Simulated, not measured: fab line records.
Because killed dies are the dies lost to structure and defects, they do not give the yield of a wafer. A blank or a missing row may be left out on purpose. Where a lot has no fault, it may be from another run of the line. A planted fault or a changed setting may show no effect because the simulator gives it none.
fab line records    flow sfq_line    part 1 of 2: steps 1 to 24 of 34
record lots=5  wafers=15  last_day=86
route steps=325 shown C5@244 M6@251 I6@266
lots that met no fault: taken from a fault-free run of the same line
start_h: start of the lot's first displayed wafer, in hours after the record's first day    wait_h: hours elapsed since this lot's preceding step    " same as the row above    L1.1+2: a single row standing in for several wafers    - either no value or no given start    * or withheld: withheld    < > ~ a bound
route shown NAME@n: names a module that has steps shown in the file, with the first one's number in the route    usual: mean and standard deviation over wafers with no fault    same: alike in all rows    chamber/n: place in a boat    sites: the reading at each site    _std_site: the values' standard deviation    _edge_site: mean of outer sites minus mean of inner sites    radius_mm: for every site, how far away it sits from the centre of the wafer    mask NAME#n: copy n    behind: tool/chamber where the wafer was last shaped    hold: what put the lot on hold/how long, in hours/how the hold closed    device: the transistor (n, p or np) that didn't switch    end of line: the same wafers' tests at the end of the route    a step with no rows: only its recipe    killed: not the wafer's yield, but the dies lost to structure and defects at the first sort    map: a wafer's dies, x killed, . not, _ none there
set.NAME: the setting as run; set.NAME@STEP: as run at that earlier step    model.NAME: the simulator's own value behind a step, which no gauge read
lots at selected steps of the route; one table per step, one row per wafer
services: the hour from which a tool's chamber was out of use, counted from the record's first day as start_h (under 0 if before that day), plus the number of hours and why
## steps
# step SFQ_TRILAYER_C5_LITHO_PEB_154
# recipe peb_temp_c=115  peb_time_s=60  resist=KrF
# usual chill_plate_temp_C=22.99/0.12
lot.wafer  tool            chamber  start_h  wait_h  chill_plate_temp_C
L084.1     litho_track-04  0        1798.65  1.0     23.10
L084.2     "               0        "        "       23.03
L084.5     "               0        "        "       23.01
L086.1     litho_track-04  0        1809.45  1.0     23.15
L086.4     "               0        "        "       22.95
L086.5     "               0        "        "       23.06
L091.2     litho_track-01  0        1821.48  0.8     22.96
L091.4     "               0        "        "       23.08
L091.5     "               0        "        "       23.00
L092.1     litho_track-03  0        1825.05  1.0     22.68
L092.3     "               0        "        "       22.75
L092.4     "               0        "        "       22.72
L093.1     litho_track-04  0        1831.05  1.0     23.05
L093.2     "               0        "        "       23.14
L093.5     "               0        "        "       23.10
# step SFQ_TRILAYER_C5_LITHO_DEVELOP_153
# recipe time_s=60  resist=KrF
# usual chill_plate_temp_C=23.00/0.11
lot.wafer  tool            chamber  start_h  wait_h  chill_plate_temp_C
L084.1     litho_track-04  0        1798.80  0.1     22.98
L084.2     "               0        "        "       22.96
L084.5     "               0        "        "       23.09
L086.1     litho_track-04  0        1809.60  0.1     23.25
L086.4     "               0        "        "       22.99
L086.5     "               0        "        "       23.09
L091.2     litho_track-01  0        1821.63  0.1     22.89
L091.4     "               0        "        "       23.01
L091.5     "               0        "        "       23.06
L092.1     litho_track-03  0        1825.20  0.1     22.99
L092.3     "               0        "        "       22.95
L092.4     "               0        "        "       23.03
L093.1     litho_track-04  0        1831.20  0.1     22.96
L093.2     "               0        "        "       23.01
L093.5     "               0        "        "       23.02
# step SFQ_C5_OVL_MEAS_937
# usual C5_OVL=-1/4.8
lot.wafer  tool        chamber  start_h  wait_h  C5_OVL[nm]
L084.1     overlay-02  -        1798.95  0.1     -5
L084.2     "           -        "        "       -2
L084.5     "           -        "        "       -6
L086.1     overlay-02  -        1809.75  0.1     -1
L086.4     "           -        "        "       -2
L086.5     "           -        "        "       -1
L091.2     overlay-01  -        1821.76  0.1     -4
L091.4     "           -        "        "       -3
L091.5     "           -        "        "       -7
L092.1     overlay-01  -        1825.35  0.1     -6
L092.3     "           -        "        "       -9
L092.4     "           -        "        "       -2
L093.1     overlay-01  -        1831.35  0.1     -6
L093.2     "           -        "        "       -6
L093.5     "           -        "        "       -2
# step SFQ_TRILAYER_C5_BARC_OPEN_VIA_ETCH_210
# recipe mask_material=PR  chemistry=O2  target_depth_nm=125  target=BARC  source_w=500  bias_w=80  pressure_mtorr=30  time_s=41.7
# usual drypump_motor_current_A=5.7/0.42  oes_product_au=0.685/0.0047
lot.wafer  tool         chamber  start_h  wait_h  drypump_motor_current_A  oes_product_au  rf_hours_counter_h
L084.1     rie_diel-02  3        1798.99  0.0     5.6                      0.676           18
L084.2     "            0        "        "       5.8                      0.686           15
L084.5     "            0        "        "       5.8                      0.677           -
L086.1     rie_diel-02  0        1809.79  0.0     5.8                      0.684           15
L086.4     "            2        "        "       6.0                      0.685           11
L086.5     "            3        "        "       5.6                      0.683           -
L091.2     rie_diel-02  1        1821.79  0.0     5.5                      0.686           20
L091.4     "            1        "        "       5.4                      0.687           -
L091.5     "            3        "        "       5.6                      0.692           -
L092.1     rie_diel-02  3        1825.39  0.0     5.6                      0.681           19
L092.3     "            0        "        "       5.8                      0.686           15
L092.4     "            1        "        "       5.4                      0.688           20
L093.1     rie_diel-03  1        1831.39  0.0     6.5                      0.691           3
L093.2     "            0        "        "       5.7                      0.688           2
L093.5     "            3        "        "       4.7                      0.686           -
# step SFQ_TRILAYER_C5_ETCH_VIA_ETCH_154
# recipe target=SiO2  mask_material=PR  chemistry=CHF3  target_depth_nm=84  source_w=500  bias_w=80  pressure_mtorr=30  time_s=withheld  stop_on=Nb
# usual drypump_motor_current_A=5.7/0.42  oes_product_au=0.893/0.0064
lot.wafer  tool         chamber  start_h  wait_h  drypump_motor_current_A  oes_product_au
L084.1     rie_diel-02  3        1799.03  0.0     5.6                      0.898
L084.2     "            0        "        "       5.8                      0.892
L084.5     "            0        "        "       5.8                      0.899
L086.1     rie_diel-02  0        1809.83  0.0     5.8                      0.892
L086.4     "            2        "        "       6.0                      0.896
L086.5     "            3        "        "       5.5                      0.894
L091.2     rie_diel-02  1        1821.83  0.0     5.4                      0.890
L091.4     "            1        "        "       5.4                      0.895
L091.5     "            3        "        "       5.6                      0.895
L092.1     rie_diel-02  3        1825.43  0.0     5.6                      0.890
L092.3     "            0        "        "       5.8                      0.894
L092.4     "            1        "        "       5.4                      0.895
L093.1     rie_diel-03  1        1831.43  0.0     6.6                      0.893
L093.2     "            0        "        "       5.7                      0.897
L093.5     "            3        "        "       4.8                      0.890
# step SFQ_TRILAYER_C5_STRIP_STRIP_155
# recipe gas=O2  power_w=200  platen_temp_c=40  overash_fraction=0.65  chemistry=O2  pressure_mtorr=50
# usual drypump_motor_current_A=5.38/0.22  oes_product_au=0.997/0.0083
lot.wafer  tool          chamber  start_h  wait_h  drypump_motor_current_A  oes_product_au  rf_hours_counter_h
L084.1     rie_metal-01  1        1799.08  -       5.38                     1.014           93
L084.2     "             0        "        "       5.31                     1.005           14
L084.5     "             0        "        "       5.32                     1.014           -
L086.1     rie_metal-02  0        1809.88  -       5.49                     0.999           83
L086.4     "             0        "        "       5.49                     0.987           -
L086.5     "             0        "        "       5.46                     0.993           -
L091.2     rie_metal-02  1        1821.88  -       5.68                     0.998           111
L091.4     "             0        "        "       5.48                     0.995           -
L091.5     "             1        "        "       5.68                     0.988           -
L092.1     rie_metal-04  1        1825.48  -       5.44                     0.992           104
L092.3     "             0        "        "       4.86                     1.008           -
L092.4     "             1        "        "       5.45                     0.996           -
L093.1     rie_metal-02  0        1831.48  -       5.48                     0.997           87
L093.2     "             1        "        "       5.68                     0.994           112
L093.5     "             0        "        "       5.49                     0.995           -
# step SFQ_TRILAYER_C5_STRIP_SOLV_CLEAN_156
# recipe chemistry=NMP  temp_c=70  time_s=600
# usual bath_guard_temp_C=70.1/0.43
lot.wafer  tool          chamber  start_h  wait_h  bath_guard_temp_C
L084.1     wet_bench-03  4        1799.68  0.4     70.9
L084.2     "             3        "        "       70.7
L084.5     "             7        "        "       70.0
L086.1     wet_bench-03  1        1810.48  0.4     69.4
L086.4     "             5        "        "       69.6
L086.5     "             2        "        "       70.1
L091.2     wet_bench-03  6        1822.48  0.4     70.1
L091.4     "             7        "        "       69.7
L091.5     "             4        "        "       71.0
L092.1     wet_bench-04  7        1826.08  0.4     69.7
L092.3     "             0        "        "       69.7
L092.4     "             1        "        "       70.3
L093.1     wet_bench-02  0        1832.08  0.4     70.6
L093.2     "             7        "        "       69.4
L093.5     "             1        "        "       70.1
# step SFQ_TRILAYER_M6_DEP_PRE_CLEAN_158
# recipe gas=Ar  time_s=22.5  bias_v=250
lot.wafer   tool            chamber  start_h  wait_h
L084.1+2+5  pvd_sputter-03  -        1799.85  0.0
L086.1+4+5  pvd_sputter-04  -        1810.65  0.0
L091.2+4+5  pvd_sputter-06  -        1822.65  0.0
L092.1+3+4  pvd_sputter-03  -        1826.25  0.0
L093.1+2+5  pvd_sputter-04  -        1832.25  0.0
# step SFQ_TRILAYER_M6_DEP_SPUTTER_157
# recipe material=Nb  base_pressure_pa=1.33e-06  chamber_pressure_pa=0.1333  substrate_temp_c=20  target_thk_nm=200  power_w=2000  time_s=133.3
# usual base_pressure_pa=1.34e-06/9.1e-08  throttle_valve_pct=29.6/1
lot.wafer  tool            chamber  start_h  wait_h  base_pressure_pa  throttle_valve_pct
L084.1     pvd_sputter-03  -        1799.88  0.0     1.24e-06          30.3
L084.2     "               -        "        "       1.4e-06           27.6
L084.5     "               -        "        "       1.39e-06          27.8
L086.1     pvd_sputter-04  -        1810.68  0.0     1.21e-06          29.5
L086.4     "               -        "        "       1.38e-06          29.0
L086.5     "               -        "        "       1.29e-06          28.9
L091.2     pvd_sputter-06  -        1822.68  0.0     1.27e-06          31.5
L091.4     "               -        "        "       1.34e-06          29.0
L091.5     "               -        "        "       1.45e-06          31.5
L092.1     pvd_sputter-03  -        1826.28  0.0     1.29e-06          28.9
L092.3     "               -        "        "       1.19e-06          31.6
L092.4     "               -        "        "       1.26e-06          27.9
L093.1     pvd_sputter-04  -        1832.28  0.0     1.35e-06          28.6
L093.2     "               -        "        "       1.4e-06           30.3
L093.5     "               -        "        "       1.4e-06           29.4
# step SFQ_M6_RS_MEAS_938
# recipe thk_meas_gauge=four-point-probe  reads=Nb_of_TRILAYER_M6_DEP_SPUTTER_157
# usual M6_NB_RS=0.891/0.0087
lot.wafer  tool           chamber  start_h  wait_h  M6_NB_RS[ohm/sq]
L084.1     film_metro-03  -        1799.97  0.0     0.895
L084.2     "              -        "        "       0.900
L084.5     "              -        "        "       0.899
L086.1     film_metro-04  -        1810.77  0.0     0.904
L086.4     "              -        "        "       0.909
L086.5     "              -        "        "       0.908
L091.2     film_metro-03  -        1822.79  0.1     0.894
L091.4     "              -        "        "       0.894
L091.5     "              -        "        "       0.898
L092.1     film_metro-04  -        1826.37  0.0     0.888
L092.3     "              -        "        "       0.888
L092.4     "              -        "        "       0.890
L093.1     film_metro-04  -        1832.47  0.1     0.894
L093.2     "              -        "        "       0.895
L093.5     "              -        "        "       0.893
# step SFQ_TRILAYER_M6_LITHO_COAT_164
# recipe resist=BARC  spin_rpm=3000  resist_thk_nm=62
# usual chill_plate_temp_C=23.01/0.11
lot.wafer  tool            chamber  start_h  wait_h  chill_plate_temp_C
L084.1     litho_track-02  0        1800.15  0.1     22.95
L084.2     "               0        "        "       22.92
L084.5     "               0        "        "       23.10
L086.1     litho_track-01  0        1810.95  0.1     22.97
L086.4     "               0        "        "       23.05
L086.5     "               0        "        "       22.98
L091.2     litho_track-03  0        1823.00  0.1     22.98
L091.4     "               0        "        "       23.02
L091.5     "               0        "        "       22.96
L092.1     litho_track-02  0        1826.68  0.2     22.93
L092.3     "               0        "        "       22.95
L092.4     "               0        "        "       23.02
L093.1     litho_track-02  0        1832.65  0.1     22.84
L093.2     "               0        "        "       23.01
L093.5     "               0        "        "       22.89
# step SFQ_TRILAYER_M6_LITHO_COAT_159
# recipe resist=KrF  spin_rpm=3000  resist_thk_nm=600
# usual chill_plate_temp_C=23.00/0.11
lot.wafer  tool            chamber  start_h  wait_h  chill_plate_temp_C
L084.1     litho_track-02  0        1800.45  0.2     23.23
L084.2     "               0        "        "       23.02
L084.5     "               0        "        "       23.20
L086.1     litho_track-01  0        1811.25  0.2     23.24
L086.4     "               0        "        "       23.17
L086.5     "               0        "        "       23.27
L091.2     litho_track-03  0        1823.30  0.2     22.74
L091.4     "               0        "        "       22.92
L091.5     "               0        "        "       22.84
L092.1     litho_track-02  0        1826.98  0.2     22.97
L092.3     "               0        "        "       23.02
L092.4     "               0        "        "       23.08
L093.1     litho_track-02  0        1832.95  0.2     23.01
L093.2     "               0        "        "       22.95
L093.5     "               0        "        "       23.06
# step SFQ_TRILAYER_M6_LITHO_SOFTBAKE_163
# recipe temp_c=withheld  time_s=withheld  resist=KrF
# usual chill_plate_temp_C=*
lot.wafer  tool            chamber  start_h  wait_h  chill_plate_temp_C
L084.1     litho_track-02  0        1800.75  0.2     *
L084.2     "               0        "        "       *
L084.5     "               0        "        "       *
L086.1     litho_track-01  0        1811.55  0.2     *
L086.4     "               0        "        "       *
L086.5     "               0        "        "       *
L091.2     litho_track-03  0        1823.58  0.2     *
L091.4     "               0        "        "       *
L091.5     "               0        "        "       *
L092.1     litho_track-02  0        1827.28  0.2     *
L092.3     "               0        "        "       *
L092.4     "               0        "        "       *
L093.1     litho_track-02  0        1833.25  0.2     *
L093.2     "               0        "        "       *
L093.5     "               0        "        "       *
# step SFQ_TRILAYER_M6_LITHO_EXPOSE_160
# recipe mask_id=M6  na=0.6  source_shape=conventional  sigma_outer=0.65  target_cd_nm=500  dose_mj=14.4
lot.wafer   tool            chamber  start_h  wait_h  mask
L084.1+2+5  krf_scanner-01  0        1807.62  -       M6#0
L086.1+4+5  krf_scanner-01  0        1811.70  -       M6#0
L091.2+4+5  krf_scanner-01  0        1827.50  -       M6#0
L092.1+3+4  krf_scanner-01  0        1832.10  -       M6#0
L093.1+2+5  krf_scanner-01  0        1838.10  -       M6#0
# step SFQ_TRILAYER_M6_LITHO_PEB_162
# recipe peb_temp_c=115  peb_time_s=60  resist=KrF
# usual chill_plate_temp_C=22.98/0.097
lot.wafer  tool            chamber  start_h  wait_h  chill_plate_temp_C
L084.1     litho_track-01  0        1808.82  1.0     22.84
L084.2     "               0        "        "       22.98
L084.5     "               0        "        "       22.91
L086.1     litho_track-02  0        1812.90  1.0     22.89
L086.4     "               0        "        "       23.14
L086.5     "               0        "        "       22.92
L091.2     litho_track-03  0        1828.53  0.8     22.87
L091.4     "               0        "        "       22.97
L091.5     "               0        "        "       22.90
L092.1     litho_track-03  0        1833.30  1.0     22.84
L092.3     "               0        "        "       23.04
L092.4     "               0        "        "       23.00
L093.1     litho_track-01  0        1839.30  1.0     22.95
L093.2     "               0        "        "       22.81
L093.5     "               0        "        "       22.84
# step SFQ_TRILAYER_M6_LITHO_DEVELOP_161
# recipe time_s=60  resist=KrF
# usual chill_plate_temp_C=22.98/0.099
lot.wafer  tool            chamber  start_h  wait_h  chill_plate_temp_C
L084.1     litho_track-01  0        1808.97  0.1     22.98
L084.2     "               0        "        "       22.97
L084.5     "               0        "        "       23.00
L086.1     litho_track-02  0        1813.05  0.1     22.88
L086.4     "               0        "        "       22.99
L086.5     "               0        "        "       22.94
L091.2     litho_track-03  0        1828.68  0.1     22.99
L091.4     "               0        "        "       22.96
L091.5     "               0        "        "       23.13
L092.1     litho_track-03  0        1833.45  0.1     22.96
L092.3     "               0        "        "       22.99
L092.4     "               0        "        "       23.08
L093.1     litho_track-01  0        1839.45  0.1     22.93
L093.2     "               0        "        "       22.85
L093.5     "               0        "        "       22.80
# step SFQ_M6_OVL_MEAS_940
# usual M6_OVL=0/5.2
lot.wafer  tool        chamber  start_h  wait_h  M6_OVL[nm]
L084.1     overlay-01  -        1809.12  0.1     8
L084.2     "           -        "        "       5
L084.5     "           -        "        "       6
L086.1     overlay-02  -        1813.20  0.1     1
L086.4     "           -        "        "       0
L086.5     "           -        "        "       -7
L091.2     overlay-02  -        1828.81  0.1     3
L091.4     "           -        "        "       2
L091.5     "           -        "        "       -8
L092.1     overlay-02  -        1833.60  0.1     9
L092.3     "           -        "        "       6
L092.4     "           -        "        "       -1
L093.1     overlay-02  -        1839.60  0.1     -1
L093.2     "           -        "        "       2
L093.5     "           -        "        "       -1
# step SFQ_TRILAYER_M6_BARC_OPEN_METAL_ETCH_206
# recipe mask_material=PR  chemistry=O2  target_depth_nm=125  target=BARC  icp_w=600  bias_w=80  pressure_mtorr=10  time_s=41.7
# usual drypump_motor_current_A=5.6/0.49  oes_product_au=0.685/0.0042
lot.wafer  tool          chamber  start_h  wait_h  drypump_motor_current_A  oes_product_au  rf_hours_counter_h
L084.1     rie_metal-01  0        1809.16  0.0     5.3                      0.684           16
L084.2     "             1        "        "       5.4                      0.679           95
L084.5     "             0        "        "       5.3                      0.685           -
L086.1     rie_metal-03  0        1813.24  0.0     5.1                      0.681           115
L086.4     "             0        "        "       5.1                      0.684           -
L086.5     "             1        "        "       6.4                      0.682           -
L091.2     rie_metal-03  1        1828.84  0.0     6.4                      0.684           86
L091.4     "             1        "        "       6.4                      0.687           -
L091.5     "             1        "        "       6.4                      0.680           -
L092.1     rie_metal-01  1        1833.64  0.0     5.4                      0.682           99
L092.3     "             0        "        "       5.3                      0.687           -
L092.4     "             1        "        "       5.4                      0.692           -
L093.1     rie_metal-01  0        1839.64  0.0     5.3                      0.678           21
L093.2     "             1        "        "       5.4                      0.691           100
L093.5     "             1        "        "       5.4                      0.682           -
# step SFQ_TRILAYER_M6_ETCH_METAL_ETCH_162
# recipe target=Nb  stop_on=SiO2  mask_material=PR  chemistry=Cl2/Ar  target_depth_nm=240  icp_w=600  bias_w=80  pressure_mtorr=10  time_s=120
# usual drypump_motor_current_A=5.6/0.49  oes_product_au=0.894/0.0064
lot.wafer  tool          chamber  start_h  wait_h  drypump_motor_current_A  oes_product_au  rf_hours_counter_h
L084.1     rie_metal-01  0        1809.22  0.0     5.3                      0.882           16
L084.2     "             1        "        "       5.4                      0.879           95
L084.5     "             0        "        "       5.3                      0.885           -
L086.1     rie_metal-03  0        1813.30  0.0     5.1                      0.893           115
L086.4     "             0        "        "       5.1                      0.872           -
L086.5     "             1        "        "       6.4                      0.887           -
L091.2     rie_metal-03  1        1828.90  0.0     6.4                      0.892           86
L091.4     "             1        "        "       6.4                      0.891           -
L091.5     "             1        "        "       6.4                      0.885           -
L092.1     rie_metal-01  1        1833.70  0.0     5.4                      0.902           99
L092.3     "             0        "        "       5.3                      0.899           -
L092.4     "             1        "        "       5.4                      0.893           -
L093.1     rie_metal-01  0        1839.70  0.0     5.3                      0.899           21
L093.2     "             1        "        "       5.4                      0.895           100
L093.5     "             1        "        "       5.4                      0.892           -
# step SFQ_TRILAYER_M6_STRIP_STRIP_163
# recipe gas=O2  power_w=200  platen_temp_c=40  overash_fraction=0.65  chemistry=O2  pressure_mtorr=50
# usual drypump_motor_current_A=5.6/0.49  oes_product_au=0.999/0.0077
lot.wafer  tool          chamber  start_h  wait_h  drypump_motor_current_A  oes_product_au  rf_hours_counter_h
L084.1     rie_metal-01  0        1809.34  0.1     5.3                      0.999           16
L084.2     "             1        "        "       5.4                      1.004           95
L084.5     "             0        "        "       5.3                      1.001           -
L086.1     rie_metal-03  0        1813.42  0.1     5.1                      0.993           115
L086.4     "             0        "        "       5.1                      0.993           -
L086.5     "             1        "        "       6.4                      0.996           -
L091.2     rie_metal-03  1        1829.02  0.1     6.4                      0.997           87
L091.4     "             1        "        "       6.4                      1.000           -
L091.5     "             1        "        "       6.4                      1.005           -
L092.1     rie_metal-01  1        1833.82  0.1     5.4                      1.008           99
L092.3     "             0        "        "       5.3                      0.994           -
L092.4     "             1        "        "       5.4                      0.996           -
L093.1     rie_metal-01  0        1839.82  0.1     5.3                      1.003           22
L093.2     "             1        "        "       5.4                      0.996           101
L093.5     "             1        "        "       5.4                      0.996           -
# step SFQ_TRILAYER_M6_STRIP_SOLV_CLEAN_164
# recipe chemistry=NMP  temp_c=70  time_s=600
# usual bath_guard_temp_C=70.0/0.43
lot.wafer  tool          chamber  start_h  wait_h  bath_guard_temp_C
L084.1     wet_bench-01  5        1809.94  0.4     70.8
L084.2     "             1        "        "       70.1
L084.5     "             0        "        "       70.7
L086.1     wet_bench-01  6        1814.02  0.4     70.9
L086.4     "             5        "        "       70.7
L086.5     "             0        "        "       70.3
L091.2     wet_bench-01  7        1829.62  0.4     70.2
L091.4     "             2        "        "       69.3
L091.5     "             3        "        "       70.6
L092.1     wet_bench-03  4        1834.42  0.4     70.4
L092.3     "             1        "        "       70.1
L092.4     "             3        "        "       70.1
L093.1     wet_bench-01  7        1840.42  0.4     70.2
L093.2     "             5        "        "       70.2
L093.5     "             0        "        "       70.5
# step SFQ_TRILAYER_I6_DEP_PECVD_165
# recipe material=SiO2  temp_c=150  time_s=111.11  pressure_torr=2.4  rf_w=183.3  precursor=SiH4/N2O  target_thk_nm=500
# usual heater_power_w=95/24  showerhead_vpp_V=816/43  throttle_valve_pct=24.8/1.1
lot.wafer  tool      chamber  start_h  wait_h  heater_power_w  showerhead_vpp_V  throttle_valve_pct
L084.1     pecvd-02  1        1810.12  0.0     73              839               23.1
L084.2     "         2        "        "       82              909               25.9
L084.5     "         0        "        "       70              833               27.1
L086.1     pecvd-04  2        1814.20  0.0     139             827               24.7
L086.4     "         1        "        "       85              810               25.1
L086.5     "         0        "        "       102             755               24.9
L091.2     pecvd-03  2        1829.80  0.0     124             838               23.8
L091.4     "         2        "        "       102             837               23.7
L091.5     "         1        "        "       66              812               25.6
L092.1     pecvd-04  0        1834.60  0.0     103             748               25.2
L092.3     "         2        "        "       140             820               24.8
L092.4     "         0        "        "       90              757               25.3
L093.1     pecvd-03  0        1840.60  0.0     95              753               24.7
L093.2     "         2        "        "       123             841               23.6
L093.5     "         1        "        "       59              808               25.3
# step SFQ_TRILAYER_I6_CMP_CMP_166
# recipe material=SiO2  down_force_psi=3  platen_rpm=60  pad_velocity_m_s=0.94248
# usual motor_current_A=9.7/0.89  time_to_endpoint_s=218/8
lot.wafer  tool    chamber  start_h  wait_h  motor_current_A  time_to_endpoint_s
L084.2     cmp-02  1        1811.29  1.1     9.9              212
L084.1     "       3        1812.29  2.1     11.7             213
L084.5     "       1        1813.29  3.1     9.6              226
L086.1     cmp-01  2        1815.61  1.4     8.5              238
L086.4     "       1        1817.11  2.8     9.7              232
L086.5     "       3        1818.11  3.8     8.6              231
L091.2     cmp-01  3        1830.88  1.0     8.6              212
L091.4     "       0        "        "       9.8              216
L091.5     "       2        1832.38  2.5     9.4              227
L092.1     cmp-02  1        1837.02  2.4     9.7              207
L092.4     "       2        "        "       10.1             214
L092.3     "       3        "        "       11.7             215
L093.1     cmp-02  0        1842.52  1.9     9.9              214
L093.2     "       1        "        "       10.0             209
L093.5     "       0        1844.52  3.8     10.1             219
# step SFQ_I6_BOW_MEAS_941
# recipe mode=bow
# usual I6_BOW=5/11
lot.wafer  tool           chamber  start_h  wait_h  I6_BOW[um]
L084.1     film_metro-03  -        1813.79  1.0     7
L084.2     "              -        "        "       4
L084.5     "              -        "        "       4
L086.1     film_metro-01  -        1818.61  2.5     -5
L086.4     "              -        "        "       2
L086.5     "              -        "        "       -6
L091.2     film_metro-02  -        1832.90  1.5     8
L091.4     "              -        "        "       24
L091.5     "              -        "        "       5
L092.1     film_metro-02  -        1839.52  2.0     4
L092.3     "              -        "        "       2
L092.4     "              -        "        "       -3
L093.1     film_metro-02  -        1845.52  2.5     -15
L093.2     "              -        "        "       10
L093.5     "              -        "        "       1
